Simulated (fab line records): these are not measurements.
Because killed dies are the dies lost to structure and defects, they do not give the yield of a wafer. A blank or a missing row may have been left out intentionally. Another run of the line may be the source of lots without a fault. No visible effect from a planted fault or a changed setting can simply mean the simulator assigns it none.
Comparing a struck lot with a sound one	flow sky130	18 steps out of a route of 708
Sound: wafers L297.1, L297.4, L297.5. The struck wafers were L309.3, L309.4, L309.6. The cause is named last.
For every step that has rows: the tool of each side, followed by ch and its chambers, followed by its first start. Under that, the readings that differ: sound wafers	struck wafers	difference of the means	sigmas: that difference in standard deviations of wafers without a fault.
alike: words and numbers the same on both sides, and readings whose means are apart by under 2 such deviations; not compared: readings that were withheld, readings missing a value for some wafer, numbers with overlapping values and no deviation given by the record, and bounds like >300 which may hide the same value.
The two part at a step that has a row with sigmas, a row that says differs or no value, or rows on one side only. Numbers that don't overlap but have no deviation are shown without sigmas and don't part them. Lack of a reading on every wafer of one side parts them only where that side has two or more wafers.

first, 3 steps without rows for these wafers: SKY_VIA1_EXPOSE_09 (exposes mask VIM, target cd 150 nm); SKY_VIA1_PEB_10; SKY_VIA1_DEVELOP_11 (develop time 60 s).
SKY_VIA1_CD_MEAS_12: the cd target is 150 nm.
  sound on cd_sem-02, day 35 07:17; struck on cd_sem-02, day 37 20:02
reading	sound	struck	difference	sigmas
cd_nm (nm)	144.9 146.2 145.9	151.0 150.5 150.2	+4.9	+3
SKY_VIA1_OVL_MEAS_13:
  sound on overlay-02, day 35 07:25; struck on overlay-02, day 37 20:08
  alike: VIA1_OVL
SKY_VIA1_ETCH_14: etches BARC in N2/H2, stops on SiO2, time 45.9 s, target depth 60 nm.
  sound on rie_diel-01 ch 0,1,3, day 35 07:27; struck on rie_diel-01 ch 0,1, day 37 20:10
  alike: drypump_motor_current_A, h2_flow_sccm, oes_product_au, rf_fwd_power_W, throttle_valve_pct
  not compared: rf_hours_counter_h
SKY_VIA1_ETCH_15: etches SiO2 in C4F8/O2/Ar, stops on TiN, target depth 351 nm, time 54 s.
  sound on rie_diel-01 ch 0,1,3, day 35 07:29; struck on rie_diel-01 ch 0,1, day 37 20:12
  alike: oes_product_au, rf_fwd_power_W
  not compared: rf_hours_counter_h
SKY_VIA1_STRIP_16: strips in O2/N2.
  sound on plasma_asher-03 ch 0, day 35 07:32; struck on plasma_asher-03 ch 0,1, day 37 20:17
  alike: drypump_motor_current_A, oes_product_au, strip_time_to_endpoint_s
  not compared: rf_hours_counter_h
then, 3 steps without rows for these wafers: SKY_VIA1_STRIP_17 (strips in post etch residue remover, time 1200 s); SKY_VIA1_CLEAN_18 (cleans in IPA, time 180 s); SKY_VIA1_CLEAN_19 (cleans in O3/DIW).
SKY_VIA1_SPUTTER_20: material TiN, target thk 20 nm, time 80 s.
  sound on pvd_sputter-04, day 35 08:08; struck on pvd_sputter-02, day 37 20:50
  alike: throttle_valve_pct
SKY_VIA1_CVD_21: deposits W, target thk 270 nm, time 80.902 s.
  sound on cvd_w-02 ch 0,1, day 35 08:11; struck on cvd_w-01 ch 0,1, day 37 20:56
reading	sound	struck	difference	sigmas
chamber_pressure_Torr (Torr)	39.83 40.23 40.16	65.77 65.86 65.86	+25.76	+99 or more
model.W_of_VIA1_CVD_21.thk_nm (nm)	266.5 269.6 269.1	353.6 345.1 344.7	+79.4	
  alike: heater_power_w
  not compared: since_wet_clean_h
SKY_VIA1_RS_MEAS_22: a four-point-probe measurement.
  sound on film_metro-03, day 35 08:17; struck on film_metro-01, day 37 21:02
reading	sound	struck	difference	sigmas
VIA1_W_RS (ohm/sq)	0.433 0.427 0.428	0.324 0.332 0.332	-0.100	-20
SKY_VIA1_THK_MEAS_23: measures by xrf.
  sound on film_metro-03, day 35 08:24; struck on film_metro-01, day 37 21:08
reading	sound	struck	difference	sigmas
VIA1_W_THK (nm)	277 281 277	368 359 359	+84	+21
SKY_VIA1_CMP_24: polishes, stops on SiO2, t overpolish 15 s, target thk 0 nm.
  sound on cmp-01 ch 0,1,3, day 35 08:34; struck on cmp-02 ch 0,1,2, day 37 21:23
reading	sound	struck	difference	sigmas
time_to_endpoint_s (s)	63.1 65.5 65.3	91.8 87.8 86.6	+24.1	+11
  alike: motor_current_A, retaining_ring_pressure_frac
SKY_METAL2_SPUTTER_00: material Ti, target thk 15 nm, time 10 s.
  sound on pvd_sputter-02, day 35 08:46; struck on pvd_sputter-03, day 37 21:38
  alike: throttle_valve_pct
-- the record jumps here: 11 days lie between the struck wafers' starts before and after (it left off in module METAL2 and takes up again in module PAD_OPEN, whose first step shown is number 708 of the route) --
SKY_PAD_OPEN_PROBE_99:
  sound on prober-02, day 47 03:58; struck on prober-02, day 48 18:22
reading	sound	struck	difference	sigmas
model.etest.nfet_01v8_lvt.vt_sat_v (V)	0.5328 0.5488 0.5412	0.5291 0.5302 0.5175	-0.0153	
model.etest.nfet_01v8_lvt.body_rise_v (V)	0.145 0.1463 0.1451	0.1403 0.1429 0.1398	-0.0045	
  alike: killed_at_M0_to_M3, killed_at_M4_up, killed_at_contacts, killed_at_front_end, killed_at_other, killed_dies, killed_open, killed_short

## WHERE THEY PART
Earliest at SKY_VIA1_CD_MEAS_12; latest, in this record, at SKY_VIA1_CMP_24. Later steps at which nothing parts them and some readings are alike: SKY_METAL2_SPUTTER_00, SKY_PAD_OPEN_PROBE_99.

WHY: what had been put in by the simulator
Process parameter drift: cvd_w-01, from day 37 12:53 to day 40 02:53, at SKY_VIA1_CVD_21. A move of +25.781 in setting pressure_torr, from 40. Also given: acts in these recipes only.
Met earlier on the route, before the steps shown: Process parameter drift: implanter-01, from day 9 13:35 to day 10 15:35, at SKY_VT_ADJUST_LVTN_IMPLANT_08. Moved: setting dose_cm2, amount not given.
